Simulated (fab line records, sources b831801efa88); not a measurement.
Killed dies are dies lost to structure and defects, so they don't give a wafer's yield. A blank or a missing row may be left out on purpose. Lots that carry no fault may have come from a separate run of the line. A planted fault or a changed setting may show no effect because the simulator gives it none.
Tool commonality check -- flow sky130 -- Sampled: 11 lots, 33 wafers

## REASON IT WAS OPENED
2 of 11 lots carry a flag on the reading POLY_GATE_CVD_00_THK at SKY_POLY_GATE_THK_MEAS_01. No-fault wafers: 180.1 nm, standard deviation 1.6.
Rule: a lot is flagged in two cases, either no wafer of it has a number, or all its wafers with numbers fall more than 4 standard deviations from that mean. All remaining lots are regarded as sound.

lot,measured,on,"POLY_GATE_CVD_00_THK (nm), wafer by wafer",flag
L292,day 14 02:36,film_metro-04,179.3 179.8 179.2,
L293,day 14 13:46,film_metro-04,181.8 181.6 181.4,
L294,day 14 20:59,film_metro-04,179.0 178.9 179.2,
L296,day 15 19:31,film_metro-01,178.7 177.2 177.7,
L297,day 16 09:23,film_metro-04,179.9 179.7 179.3,
L298,day 16 16:25,film_metro-04,181.5 180.5 182.1,
L299,day 16 19:12,film_metro-03,180.1 179.5 178.7,
L304,day 18 20:12,film_metro-01,179.3 177.3 178.4,
L303,day 18 21:23,film_metro-04,179.6 179.4 180.7,
L307,day 19 14:28,film_metro-04,134.9 135.6 134.9,FLAGGED
L308,day 20 09:08,film_metro-04,132.1 129.3 133.8,FLAGGED
Average over the flagged lots: 133.4 nm; offset from the usual -46.7 nm, equal to -29 standard deviations.

## TOOL THAT RAN EACH LOT
The record keeps 1 process step preceding the reading, out of 708 steps on the route. In each cell: the tool, then ch and the chambers that the sampled wafers went through, then the start.
lot,flag,SKY_POLY_GATE_CVD_00
L292,,"lpcvd-01 ch 0, day 14 01:24"
L293,,"lpcvd-01 ch 1, day 14 12:34"
L294,,"lpcvd-01 ch 0, day 14 19:45"
L296,,"lpcvd-01 ch 0, day 15 16:49"
L297,,"lpcvd-01 ch 0, day 16 08:10"
L298,,"lpcvd-01 ch 1, day 16 15:13"
L299,,"lpcvd-01 ch 0, day 16 18:00"
L304,,"lpcvd-01 ch 1, day 18 18:58"
L303,,"lpcvd-01 ch 1, day 18 20:10"
L307,FLAGGED,"lpcvd-01 ch 1, day 19 13:16"
L308,FLAGGED,"lpcvd-01 ch 1, day 20 07:55"
These steps, and what they do:
- SKY_POLY_GATE_CVD_00: deposits poly-Si, target thk 180 nm, time 720 s.
- SKY_POLY_GATE_THK_MEAS_01

## FLAGGED AGAINST TOTAL, ONE TOOL AT A TIME (gauges that did the reading follow at the end)
step,tool,lots run,flagged,share of the flagged lots,sound lots run after its first flagged lot
SKY_POLY_GATE_CVD_00,lpcvd-01,11,2,all,0
SKY_POLY_GATE_THK_MEAS_01,film_metro-01,2,0,none,-
SKY_POLY_GATE_THK_MEAS_01,film_metro-03,1,0,none,-
SKY_POLY_GATE_THK_MEAS_01,film_metro-04,8,2,all,0

## WHAT THE TABLE PERMITS
Every flagged lot went through 2 rows of the table: lpcvd-01 at SKY_POLY_GATE_CVD_00 and film_metro-04 at SKY_POLY_GATE_THK_MEAS_01.
- lpcvd-01 at SKY_POLY_GATE_CVD_00: 2 of its 11 lots flagged. Last sound lot L303 at day 18 20:10, first flagged lot L307 at day 19 13:16; a fault beginning in between fits.
- film_metro-04 at SKY_POLY_GATE_THK_MEAS_01: 2 of its 8 lots flagged. Last sound lot L303 at day 18 21:23, first flagged lot L307 at day 19 14:28; a fault beginning in between fits.
These 2 tools cannot be told apart by counting lots, since each of them fits a fault that started at some hour. More lots, or a look at what each step does to the wafer, might.

## WHAT THE SIMULATOR HAD INSERTED
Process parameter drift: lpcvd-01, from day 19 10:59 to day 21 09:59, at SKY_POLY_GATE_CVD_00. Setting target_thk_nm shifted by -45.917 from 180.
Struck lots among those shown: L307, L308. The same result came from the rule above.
